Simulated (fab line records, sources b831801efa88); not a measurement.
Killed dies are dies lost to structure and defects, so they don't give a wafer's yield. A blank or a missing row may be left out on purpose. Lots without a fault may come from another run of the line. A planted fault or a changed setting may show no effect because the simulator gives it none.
A sampling plan put to the test | flow sky130 | one fab line, 62 faults that these records tell of, each judged on the records of the lots that it struck
The plan is the line's own looks: the steps of the route at which a gauge or an inspection reads the wafer and doesn't change it. A look can be judged if struck wafers have a number there and the file gives its usual mean and standard deviation on fault-free wafers. Caught: at a look after the fault's first step, the mean of the struck wafers lies 4 or more of those standard deviations (sigma) from the usual mean. On the tool: the same test on the tool's own readings at the fault's steps. Another recipe on the struck wafers, or a record that is blank for them alone, also counts as caught.

THE FAULTS, as the simulator had put them in
1. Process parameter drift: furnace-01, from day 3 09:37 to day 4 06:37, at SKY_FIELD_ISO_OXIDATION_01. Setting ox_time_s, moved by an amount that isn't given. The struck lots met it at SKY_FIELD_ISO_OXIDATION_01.
2. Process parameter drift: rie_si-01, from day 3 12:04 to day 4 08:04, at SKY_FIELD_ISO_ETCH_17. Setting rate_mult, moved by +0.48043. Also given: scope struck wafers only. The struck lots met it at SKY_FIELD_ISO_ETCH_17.
3. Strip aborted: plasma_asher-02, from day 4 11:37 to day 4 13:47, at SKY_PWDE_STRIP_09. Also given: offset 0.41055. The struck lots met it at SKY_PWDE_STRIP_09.
4. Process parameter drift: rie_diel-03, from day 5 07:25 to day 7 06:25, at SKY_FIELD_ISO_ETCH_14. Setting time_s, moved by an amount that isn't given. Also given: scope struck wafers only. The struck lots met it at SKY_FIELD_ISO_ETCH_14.
5. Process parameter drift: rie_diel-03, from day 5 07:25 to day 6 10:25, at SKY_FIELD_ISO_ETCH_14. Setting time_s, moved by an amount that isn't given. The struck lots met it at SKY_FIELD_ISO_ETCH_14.
6. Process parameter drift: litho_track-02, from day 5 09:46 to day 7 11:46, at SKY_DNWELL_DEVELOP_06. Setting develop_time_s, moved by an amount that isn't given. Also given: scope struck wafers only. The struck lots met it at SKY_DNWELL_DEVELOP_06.
7. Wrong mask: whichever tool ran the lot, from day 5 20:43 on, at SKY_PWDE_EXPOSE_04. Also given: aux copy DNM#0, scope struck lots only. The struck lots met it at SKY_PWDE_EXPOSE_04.
8. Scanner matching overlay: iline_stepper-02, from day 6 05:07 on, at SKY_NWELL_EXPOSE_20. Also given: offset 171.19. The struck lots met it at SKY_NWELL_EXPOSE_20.
9. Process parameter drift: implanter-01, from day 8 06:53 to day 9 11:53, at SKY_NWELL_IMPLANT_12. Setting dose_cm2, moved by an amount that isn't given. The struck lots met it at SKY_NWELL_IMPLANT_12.
10. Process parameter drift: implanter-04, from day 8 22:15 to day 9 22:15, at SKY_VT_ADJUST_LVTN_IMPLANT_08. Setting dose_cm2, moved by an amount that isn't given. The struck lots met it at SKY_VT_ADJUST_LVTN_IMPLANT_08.
11. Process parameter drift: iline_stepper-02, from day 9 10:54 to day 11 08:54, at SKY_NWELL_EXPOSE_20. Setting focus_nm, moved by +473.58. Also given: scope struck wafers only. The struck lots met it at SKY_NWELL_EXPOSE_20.
12. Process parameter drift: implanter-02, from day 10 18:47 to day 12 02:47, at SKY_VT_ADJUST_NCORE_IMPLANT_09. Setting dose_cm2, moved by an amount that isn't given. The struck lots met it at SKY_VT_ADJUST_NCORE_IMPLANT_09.
13. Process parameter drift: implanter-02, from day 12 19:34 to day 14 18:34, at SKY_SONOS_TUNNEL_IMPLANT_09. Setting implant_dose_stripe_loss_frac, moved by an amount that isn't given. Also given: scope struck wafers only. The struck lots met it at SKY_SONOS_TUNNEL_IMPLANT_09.
14. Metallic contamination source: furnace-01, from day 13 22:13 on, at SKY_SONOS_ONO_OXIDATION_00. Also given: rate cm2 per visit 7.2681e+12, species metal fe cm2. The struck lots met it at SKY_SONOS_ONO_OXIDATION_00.
15. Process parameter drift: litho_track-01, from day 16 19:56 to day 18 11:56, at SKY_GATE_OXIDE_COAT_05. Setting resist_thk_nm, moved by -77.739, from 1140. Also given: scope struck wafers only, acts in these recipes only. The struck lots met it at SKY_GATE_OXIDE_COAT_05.
16. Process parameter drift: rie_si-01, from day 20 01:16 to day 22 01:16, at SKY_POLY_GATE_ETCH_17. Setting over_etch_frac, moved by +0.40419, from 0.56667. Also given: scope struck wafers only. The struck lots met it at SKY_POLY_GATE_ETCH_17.
17. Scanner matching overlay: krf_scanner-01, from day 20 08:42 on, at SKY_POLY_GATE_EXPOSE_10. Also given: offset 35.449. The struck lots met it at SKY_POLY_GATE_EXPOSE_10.
18. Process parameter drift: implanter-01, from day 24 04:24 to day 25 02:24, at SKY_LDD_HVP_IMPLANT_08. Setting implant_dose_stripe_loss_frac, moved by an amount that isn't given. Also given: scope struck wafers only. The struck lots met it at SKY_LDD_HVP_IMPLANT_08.
19. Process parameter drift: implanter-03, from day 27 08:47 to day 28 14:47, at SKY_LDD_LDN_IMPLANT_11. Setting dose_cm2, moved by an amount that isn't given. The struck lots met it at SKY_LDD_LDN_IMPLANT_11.
20. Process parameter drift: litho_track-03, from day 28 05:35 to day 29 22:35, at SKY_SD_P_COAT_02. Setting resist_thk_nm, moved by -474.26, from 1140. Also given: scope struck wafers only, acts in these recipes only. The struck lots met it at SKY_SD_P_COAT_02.
21. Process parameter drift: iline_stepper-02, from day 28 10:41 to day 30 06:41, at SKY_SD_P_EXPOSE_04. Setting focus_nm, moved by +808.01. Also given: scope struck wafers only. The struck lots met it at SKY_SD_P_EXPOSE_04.
22. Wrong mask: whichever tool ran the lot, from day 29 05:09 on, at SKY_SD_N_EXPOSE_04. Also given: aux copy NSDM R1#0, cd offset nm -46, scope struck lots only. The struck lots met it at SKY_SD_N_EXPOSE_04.
23. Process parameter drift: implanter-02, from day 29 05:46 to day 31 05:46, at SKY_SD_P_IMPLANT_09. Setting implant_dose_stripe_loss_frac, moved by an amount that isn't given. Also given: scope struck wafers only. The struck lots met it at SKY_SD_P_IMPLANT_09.
24. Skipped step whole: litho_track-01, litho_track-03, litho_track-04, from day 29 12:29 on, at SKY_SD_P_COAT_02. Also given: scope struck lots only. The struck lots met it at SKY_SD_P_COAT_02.
25. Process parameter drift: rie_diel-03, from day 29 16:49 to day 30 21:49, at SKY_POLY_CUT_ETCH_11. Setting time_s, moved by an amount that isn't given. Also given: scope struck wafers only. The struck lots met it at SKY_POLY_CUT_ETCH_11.
26. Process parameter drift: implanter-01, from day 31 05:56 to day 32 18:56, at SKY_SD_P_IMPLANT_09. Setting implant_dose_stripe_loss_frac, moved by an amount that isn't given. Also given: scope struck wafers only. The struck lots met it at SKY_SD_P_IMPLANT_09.
27. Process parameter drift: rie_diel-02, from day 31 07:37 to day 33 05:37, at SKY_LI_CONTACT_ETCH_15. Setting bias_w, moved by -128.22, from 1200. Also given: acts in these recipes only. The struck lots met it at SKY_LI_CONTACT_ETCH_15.
28. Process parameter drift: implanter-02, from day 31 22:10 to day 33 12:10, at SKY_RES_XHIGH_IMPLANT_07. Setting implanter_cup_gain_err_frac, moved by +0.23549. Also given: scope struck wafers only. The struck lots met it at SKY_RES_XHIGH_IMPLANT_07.
29. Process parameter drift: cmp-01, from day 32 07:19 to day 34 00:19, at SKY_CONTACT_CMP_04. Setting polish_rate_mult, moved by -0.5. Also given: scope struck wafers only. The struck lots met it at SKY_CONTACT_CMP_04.
30. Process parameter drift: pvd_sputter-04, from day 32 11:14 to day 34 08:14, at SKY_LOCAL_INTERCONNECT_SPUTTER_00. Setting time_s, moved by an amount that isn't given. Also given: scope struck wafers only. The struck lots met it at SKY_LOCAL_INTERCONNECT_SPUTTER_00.
31. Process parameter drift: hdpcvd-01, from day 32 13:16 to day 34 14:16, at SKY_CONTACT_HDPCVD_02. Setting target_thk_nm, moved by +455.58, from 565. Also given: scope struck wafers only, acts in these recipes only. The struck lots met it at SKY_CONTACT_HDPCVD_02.
32. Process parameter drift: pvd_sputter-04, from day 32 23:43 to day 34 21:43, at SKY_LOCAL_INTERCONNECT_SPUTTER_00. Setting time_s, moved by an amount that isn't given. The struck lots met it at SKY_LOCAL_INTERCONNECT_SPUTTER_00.
33. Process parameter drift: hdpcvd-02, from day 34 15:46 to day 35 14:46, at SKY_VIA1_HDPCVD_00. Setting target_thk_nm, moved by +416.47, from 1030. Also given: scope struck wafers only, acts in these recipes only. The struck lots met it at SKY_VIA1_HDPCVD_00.
34. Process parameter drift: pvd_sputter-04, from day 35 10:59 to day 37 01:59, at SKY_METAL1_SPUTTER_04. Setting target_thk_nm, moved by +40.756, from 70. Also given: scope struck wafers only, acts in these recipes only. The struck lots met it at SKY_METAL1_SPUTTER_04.
35. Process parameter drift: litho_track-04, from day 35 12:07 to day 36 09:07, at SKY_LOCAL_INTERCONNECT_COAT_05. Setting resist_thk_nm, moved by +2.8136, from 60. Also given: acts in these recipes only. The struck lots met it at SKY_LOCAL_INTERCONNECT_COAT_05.
36. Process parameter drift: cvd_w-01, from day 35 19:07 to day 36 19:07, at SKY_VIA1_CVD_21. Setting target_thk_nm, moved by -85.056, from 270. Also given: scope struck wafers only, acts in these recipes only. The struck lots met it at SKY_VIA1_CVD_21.
37. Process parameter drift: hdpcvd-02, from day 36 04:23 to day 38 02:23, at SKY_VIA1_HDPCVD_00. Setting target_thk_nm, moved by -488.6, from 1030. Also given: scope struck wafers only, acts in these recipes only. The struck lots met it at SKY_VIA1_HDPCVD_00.
38. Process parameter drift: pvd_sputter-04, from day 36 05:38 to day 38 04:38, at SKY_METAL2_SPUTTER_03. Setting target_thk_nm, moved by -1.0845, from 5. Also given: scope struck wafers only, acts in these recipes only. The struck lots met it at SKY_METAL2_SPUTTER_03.
39. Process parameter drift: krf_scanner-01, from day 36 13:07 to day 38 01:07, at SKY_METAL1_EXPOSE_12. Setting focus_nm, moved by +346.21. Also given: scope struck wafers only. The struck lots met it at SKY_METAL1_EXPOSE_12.
40. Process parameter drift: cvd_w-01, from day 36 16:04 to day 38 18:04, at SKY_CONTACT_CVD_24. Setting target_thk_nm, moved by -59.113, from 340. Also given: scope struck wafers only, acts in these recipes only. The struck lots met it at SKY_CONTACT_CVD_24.
41. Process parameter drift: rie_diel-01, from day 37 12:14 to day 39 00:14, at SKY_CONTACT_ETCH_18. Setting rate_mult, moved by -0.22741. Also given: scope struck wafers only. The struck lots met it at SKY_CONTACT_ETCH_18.
42. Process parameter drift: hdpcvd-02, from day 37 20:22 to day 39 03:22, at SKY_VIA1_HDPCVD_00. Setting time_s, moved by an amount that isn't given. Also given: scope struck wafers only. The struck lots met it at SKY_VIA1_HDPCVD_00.
43. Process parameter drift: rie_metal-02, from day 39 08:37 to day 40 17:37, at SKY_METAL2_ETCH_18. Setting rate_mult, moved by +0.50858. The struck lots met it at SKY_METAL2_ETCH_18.
44. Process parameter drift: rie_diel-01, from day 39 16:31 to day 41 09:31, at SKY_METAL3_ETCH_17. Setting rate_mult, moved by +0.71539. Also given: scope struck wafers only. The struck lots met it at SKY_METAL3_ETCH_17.
45. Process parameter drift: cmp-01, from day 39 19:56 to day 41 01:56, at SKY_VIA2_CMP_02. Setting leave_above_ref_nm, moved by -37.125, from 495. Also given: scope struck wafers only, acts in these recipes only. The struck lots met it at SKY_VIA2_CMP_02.
46. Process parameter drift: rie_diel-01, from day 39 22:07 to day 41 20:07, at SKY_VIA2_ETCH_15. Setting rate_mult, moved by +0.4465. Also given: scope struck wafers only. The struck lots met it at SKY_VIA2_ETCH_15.
47. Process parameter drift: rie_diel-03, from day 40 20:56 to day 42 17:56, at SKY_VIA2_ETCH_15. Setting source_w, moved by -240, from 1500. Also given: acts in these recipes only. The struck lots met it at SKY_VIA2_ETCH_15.
48. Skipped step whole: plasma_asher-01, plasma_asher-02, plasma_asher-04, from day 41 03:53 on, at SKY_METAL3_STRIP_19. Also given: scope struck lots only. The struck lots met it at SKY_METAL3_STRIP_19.
49. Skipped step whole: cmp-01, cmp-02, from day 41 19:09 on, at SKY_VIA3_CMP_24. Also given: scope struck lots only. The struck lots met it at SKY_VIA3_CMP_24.
50. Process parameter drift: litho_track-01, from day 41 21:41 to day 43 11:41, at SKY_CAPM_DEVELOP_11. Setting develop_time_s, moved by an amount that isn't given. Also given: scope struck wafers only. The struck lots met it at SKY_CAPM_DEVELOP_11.
51. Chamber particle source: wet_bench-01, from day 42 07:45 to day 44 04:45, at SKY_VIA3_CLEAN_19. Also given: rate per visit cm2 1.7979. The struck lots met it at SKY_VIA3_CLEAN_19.
52. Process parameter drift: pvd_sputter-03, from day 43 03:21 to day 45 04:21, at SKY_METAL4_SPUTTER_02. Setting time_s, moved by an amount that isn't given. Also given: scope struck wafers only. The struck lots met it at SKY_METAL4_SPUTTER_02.
53. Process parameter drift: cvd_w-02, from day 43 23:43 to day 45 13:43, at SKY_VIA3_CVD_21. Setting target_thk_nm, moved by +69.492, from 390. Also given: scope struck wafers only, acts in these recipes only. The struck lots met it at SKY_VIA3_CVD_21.
54. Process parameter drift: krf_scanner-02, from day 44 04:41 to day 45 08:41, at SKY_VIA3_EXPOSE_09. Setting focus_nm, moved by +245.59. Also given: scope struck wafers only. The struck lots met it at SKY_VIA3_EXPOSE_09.
55. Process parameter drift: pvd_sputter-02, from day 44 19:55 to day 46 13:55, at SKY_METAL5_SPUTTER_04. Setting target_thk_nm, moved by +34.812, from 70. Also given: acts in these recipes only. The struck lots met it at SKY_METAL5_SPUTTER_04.
56. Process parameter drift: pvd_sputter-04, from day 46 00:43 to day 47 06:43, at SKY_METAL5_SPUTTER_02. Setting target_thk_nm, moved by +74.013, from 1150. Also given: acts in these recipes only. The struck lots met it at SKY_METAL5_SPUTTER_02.
57. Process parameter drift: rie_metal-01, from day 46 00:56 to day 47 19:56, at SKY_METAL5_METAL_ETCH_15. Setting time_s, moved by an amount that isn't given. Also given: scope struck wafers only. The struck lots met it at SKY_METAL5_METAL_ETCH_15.
58. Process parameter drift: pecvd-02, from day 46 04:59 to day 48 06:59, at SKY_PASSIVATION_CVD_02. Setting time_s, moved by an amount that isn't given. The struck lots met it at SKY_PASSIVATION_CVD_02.
59. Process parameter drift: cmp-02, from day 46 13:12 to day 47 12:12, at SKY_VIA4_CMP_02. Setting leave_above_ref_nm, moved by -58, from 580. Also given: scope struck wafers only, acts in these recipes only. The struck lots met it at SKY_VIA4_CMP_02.
60. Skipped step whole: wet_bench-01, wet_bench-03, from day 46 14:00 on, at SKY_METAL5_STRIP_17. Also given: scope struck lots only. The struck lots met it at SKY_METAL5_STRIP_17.
61. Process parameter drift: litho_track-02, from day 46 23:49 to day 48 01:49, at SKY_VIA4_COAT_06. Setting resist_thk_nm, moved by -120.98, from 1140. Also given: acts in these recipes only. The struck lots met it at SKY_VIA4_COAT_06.
62. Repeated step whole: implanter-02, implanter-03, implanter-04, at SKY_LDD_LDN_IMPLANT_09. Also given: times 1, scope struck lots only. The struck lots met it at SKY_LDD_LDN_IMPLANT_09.

WHAT THE PLAN SAW
fault | on the tool itself                               | first look that catches it                      | reading, sigma                                  | median hours from its first step to that look | hours from the fault's start to the first struck lot there | judged looks passed uncaught
1     | under 2 sigma                                    | SKY_FIELD_ISO_THK_MEAS_02                       | FIELD_ISO_OXIDATION_00_THK -6.4                 | 1.5                                           | 4                                                          | 0
2     | oes_product_au +45 sigma                         | none of the 2 looks that can be judged after it | -                                               | -                                             | -                                                          | 2
3     | oes_product_au +57 sigma                         | no look after it can be judged                  | -                                               | -                                             | -                                                          | 0
4     | run_length_s +90 sigma                           | not the one look that can be judged after it    | -                                               | -                                             | -                                                          | 1
5     | oes_product_au +11 sigma                         | no look after it can be judged                  | -                                               | -                                             | -                                                          | 0
6     | under 2 sigma                                    | SKY_DNWELL_TW_MEAS_09                           | DNWELL_TW -46                                   | 1.0                                           | 5                                                          | 0
7     | under 2 sigma                                    | SKY_PWDE_TW_MEAS_10                             | PWDE_TW -88                                     | 9.2                                           | 11                                                         | 0
8     | under 2 sigma                                    | SKY_NWELL_OVL_MEAS_23                           | NWELL_01_OVL +99 or beyond                      | 9.1                                           | 12                                                         | 0
9     | dose_ions_cm2 +73 sigma                          | no look after it can be judged                  | -                                               | -                                             | -                                                          | 0
10    | dose_ions_cm2 +99 or beyond sigma                | SKY_VT_ADJUST_LVTN_TW_MEAS_10                   | VT_ADJUST_LVTN_TW +13                           | 0.2                                           | 4                                                          | 0
11    | under 2 sigma                                    | none of the 7 looks that can be judged after it | -                                               | -                                             | -                                                          | 7
12    | dose_ions_cm2 +99 or beyond sigma                | SKY_VT_ADJUST_NCORE_TW_MEAS_11                  | VT_ADJUST_NCORE_TW +16                          | 0.2                                           | 21                                                         | 0
13    | no reading that can be judged                    | SKY_SONOS_TUNNEL_TW_MEAS_12                     | SONOS_TUNNEL_TW -12                             | 0.4                                           | 11                                                         | 0
14    | under 2 sigma                                    | no look after it can be judged                  | -                                               | -                                             | -                                                          | 0
15    | under 2 sigma                                    | no look after it can be judged                  | -                                               | -                                             | -                                                          | 0
16    | oes_product_au -20 sigma                         | no look after it can be judged                  | -                                               | -                                             | -                                                          | 0
17    | no reading that can be judged                    | SKY_POLY_GATE_OVL_MEAS_14                       | POLY_GATE_OVL +6.3                              | 15.2                                          | 36                                                         | 0
18    | under 2 sigma                                    | none of the 5 looks that can be judged after it | -                                               | -                                             | -                                                          | 5
19    | dose_ions_cm2 -99 or beyond sigma                | SKY_LDD_LDN_TW_MEAS_13                          | LDD_LDN_TW -4.5                                 | 0.2                                           | 15                                                         | 0
20    | no reading that can be judged                    | SKY_SD_P_CD_MEAS_07                             | cd_nm +22                                       | 14.7                                          | 38                                                         | 0
21    | under 2 sigma                                    | SKY_SD_P_CD_MEAS_07                             | cd_nm -4.7                                      | 13.8                                          | 48                                                         | 0
22    | no reading that can be judged                    | SKY_SD_N_CD_MEAS_07                             | cd_nm -17                                       | 14.2                                          | 22                                                         | 0
23    | under 2 sigma                                    | SKY_SD_P_TW_MEAS_11                             | SD_P_TW -4.8                                    | 0.2                                           | 36                                                         | 0
24    | the tool's record is blank for the struck wafers | SKY_RES_XHIGH_TW_MEAS_09                        | RES_XHIGH_TW +82                                | 42.4                                          | 51                                                         | 0
25    | run_length_s +43 sigma                           | no look after it can be judged                  | -                                               | -                                             | -                                                          | 0
26    | under 2 sigma                                    | none of the 6 looks that can be judged after it | strongest: SD_P_TW at SKY_SD_P_TW_MEAS_11, -2.1 | -                                             | -                                                          | 6
27    | bias_w -42 sigma                                 | not the one look that can be judged after it    | -                                               | -                                             | -                                                          | 1
28    | faraday_current_uA +5.9 sigma                    | SKY_RES_XHIGH_TW_MEAS_09                        | RES_XHIGH_TW -7.2                               | 0.2                                           | 1                                                          | 0
29    | time_to_endpoint_s +5.9 sigma                    | not the one look that can be judged after it    | -                                               | -                                             | -                                                          | 1
30    | under 2 sigma                                    | SKY_LOCAL_INTERCONNECT_RS_MEAS_01               | LOCAL_INTERCONNECT_TIN_RS -5.7                  | 0.1                                           | 3                                                          | 0
31    | no reading that can be judged                    | SKY_CONTACT_THK_MEAS_03                         | CONTACT_HDPCVD_THK +88                          | 0.1                                           | 14                                                         | 0
32    | under 2 sigma                                    | SKY_LOCAL_INTERCONNECT_RS_MEAS_01               | LOCAL_INTERCONNECT_TIN_RS -17                   | 0.1                                           | 9                                                          | 0
33    | no reading that can be judged                    | SKY_VIA1_THK_MEAS_01                            | VIA1_HDPCVD_THK +46                             | 0.1                                           | 8                                                          | 0
34    | under 2 sigma                                    | SKY_METAL1_THK_MEAS_06                          | METAL1_ALCU_THK -7.5                            | 5.2                                           | 11                                                         | 1
35    | no reading that can be judged                    | not the one look that can be judged after it    | -                                               | -                                             | -                                                          | 1
36    | under 2 sigma                                    | SKY_VIA1_RS_MEAS_22                             | VIA1_W_RS +27                                   | 0.1                                           | 8                                                          | 0
37    | no reading that can be judged                    | SKY_VIA1_THK_MEAS_01                            | VIA1_HDPCVD_THK -55                             | 0.1                                           | 37                                                         | 0
38    | under 2 sigma                                    | no look after it can be judged                  | -                                               | -                                             | -                                                          | 0
39    | no reading that can be judged                    | SKY_METAL1_CD_MEAS_15                           | cd_nm -50                                       | 13.5                                          | 20                                                         | 0
40    | under 2 sigma                                    | SKY_CONTACT_RS_MEAS_25                          | CONTACT_W_RS +11                                | 0.1                                           | 4                                                          | 0
41    | under 2 sigma                                    | no look after it can be judged                  | -                                               | -                                             | -                                                          | 0
42    | run_length_s -79 sigma                           | SKY_VIA1_THK_MEAS_01                            | VIA1_HDPCVD_THK -15                             | 0.1                                           | 23                                                         | 0
43    | under 2 sigma                                    | no look after it can be judged                  | -                                               | -                                             | -                                                          | 0
44    | under 2 sigma                                    | no look after it can be judged                  | -                                               | -                                             | -                                                          | 0
45    | under 2 sigma                                    | none of the 2 looks that can be judged after it | -                                               | -                                             | -                                                          | 2
46    | under 2 sigma                                    | not the one look that can be judged after it    | -                                               | -                                             | -                                                          | 1
47    | rf_fwd_power_W -39 sigma                         | no look after it can be judged                  | -                                               | -                                             | -                                                          | 0
48    | no reading that can be judged                    | no look after it can be judged                  | -                                               | -                                             | -                                                          | 0
49    | no reading that can be judged                    | no look after it can be judged                  | -                                               | -                                             | -                                                          | 0
50    | under 2 sigma                                    | not the one look that can be judged after it    | -                                               | -                                             | -                                                          | 1
51    | no reading that can be judged                    | none of the 2 looks that can be judged after it | -                                               | -                                             | -                                                          | 2
52    | under 2 sigma                                    | no look after it can be judged                  | -                                               | -                                             | -                                                          | 0
53    | under 2 sigma                                    | SKY_VIA3_RS_MEAS_22                             | VIA3_W_RS -6.5                                  | 0.2                                           | 3                                                          | 0
54    | no reading that can be judged                    | SKY_VIA3_CD_MEAS_12                             | cd_nm -12                                       | 10.1                                          | 23                                                         | 0
55    | under 2 sigma                                    | SKY_METAL5_THK_MEAS_06                          | METAL5_ALCU_THK -7.6                            | 0.2                                           | 4                                                          | 0
56    | under 2 sigma                                    | SKY_METAL5_RS_MEAS_05                           | METAL5_ALCU_RS -5.1                             | 0.1                                           | 6                                                          | 0
57    | run_length_s -27 sigma                           | no look after it can be judged                  | -                                               | -                                             | -                                                          | 0
58    | under 2 sigma                                    | SKY_PASSIVATION_THK_MEAS_03                     | PASSIVATION_CVD_02_THK -9.5                     | 0.2                                           | 8                                                          | 0
59    | under 2 sigma                                    | no look after it can be judged                  | -                                               | -                                             | -                                                          | 0
60    | the tool's record is blank for the struck wafers | no look after it can be judged                  | -                                               | -                                             | -                                                          | 0
61    | no reading that can be judged                    | no look after it can be judged                  | -                                               | -                                             | -                                                          | 0
62    | under 2 sigma                                    | SKY_LDD_LDN_TW_MEAS_13                          | LDD_LDN_TW +6.9                                 | 0.9                                           | -                                                          | 0
A dash: the fault isn't caught, or these records don't give the number.

Caught at a look: 31 of 62. Caught on the tool: 18 of 62. By one or the other: 43 of 62.
Caught on the tool alone: faults 2, 3, 4, 5, 9, 16, 25, 27, 29, 47, 57, 60.
Caught at a look alone: faults 1, 6, 7, 8, 13, 17, 20, 21, 22, 23, 30, 31, 32, 33, 34, 36, 37, 39, 40, 53, 54, 55, 56, 58, 62.
Caught by neither: faults 11, 14, 15, 18, 26, 35, 38, 41, 43, 44, 45, 46, 48, 49, 50, 51, 52, 59, 61.

THINNER SAMPLING
If the look that catches a fault measured only every second or every third lot, by lot number, the first struck lot would be measured this late in the worst case:
fault | struck lots at that look, in order of time | every lot | every second lot | every third lot
1     | L712, L714                                 | 4 h       | may miss all 2   | may miss all 2
6     | L308, L311, L314                           | 5 h       | 25 h             | may miss all 3
7     | L671                                       | 11 h      | may miss it      | may miss it
8     | L574, L580                                 | 12 h      | may miss all 2   | may miss all 2
10    | L669, L672                                 | 4 h       | 20 h             | may miss all 2
12    | L904, L905                                 | 21 h      | 32 h             | may miss all 2
13    | L586, L590                                 | 11 h      | may miss all 2   | may miss all 2
17    | L872, L878                                 | 36 h      | may miss all 2   | may miss all 2
19    | L906, L909                                 | 15 h      | 28 h             | may miss all 2
20    | L914                                       | 38 h      | may miss it      | may miss it
21    | L983, L984                                 | 48 h      | 56 h             | may miss all 2
22    | L349                                       | 22 h      | may miss it      | may miss it
23    | L885, L884                                 | 36 h      | 37 h             | may miss all 2
24    | L332, L334, L333                           | 51 h      | 58 h             | 58 h
28    | L191, L194, L195                           | 1 h       | 17 h             | may miss all 3
30    | L353, L357                                 | 3 h       | may miss all 2   | may miss all 2
31    | L539, L541, L543                           | 14 h      | may miss all 3   | 48 h
32    | L204, L206, L208                           | 9 h       | may miss all 3   | 37 h
33    | L115, L116                                 | 8 h       | 15 h             | may miss all 2
34    | L912                                       | 11 h      | may miss it      | may miss it
36    | L875, L876                                 | 8 h       | 15 h             | may miss all 2
37    | L953, L954                                 | 37 h      | 43 h             | may miss all 2
39    | L898, L900                                 | 20 h      | may miss all 2   | may miss all 2
40    | L382, L383                                 | 4 h       | 14 h             | may miss all 2
42    | L755                                       | 23 h      | may miss it      | may miss it
53    | L117, L120                                 | 3 h       | 26 h             | may miss all 2
54    | L592, L593                                 | 23 h      | 29 h             | may miss all 2
55    | L186, L189                                 | 4 h       | 20 h             | may miss all 2
56    | L621, L622                                 | 6 h       | 19 h             | may miss all 2
58    | L479, L480                                 | 8 h       | 12 h             | may miss all 2
Hours are from the fault's start to the first struck lot that is measured. The limit of 4 sigma was tested on all struck wafers together, so one lot alone may lie under it. Other struck lots may not be in these records.

THE LONGEST TIMED WAY FROM STEP TO LOOK
Fault 24: a median of 42.4 hours passes between SKY_SD_P_COAT_02 and SKY_RES_XHIGH_TW_MEAS_09. No look between them can be judged.
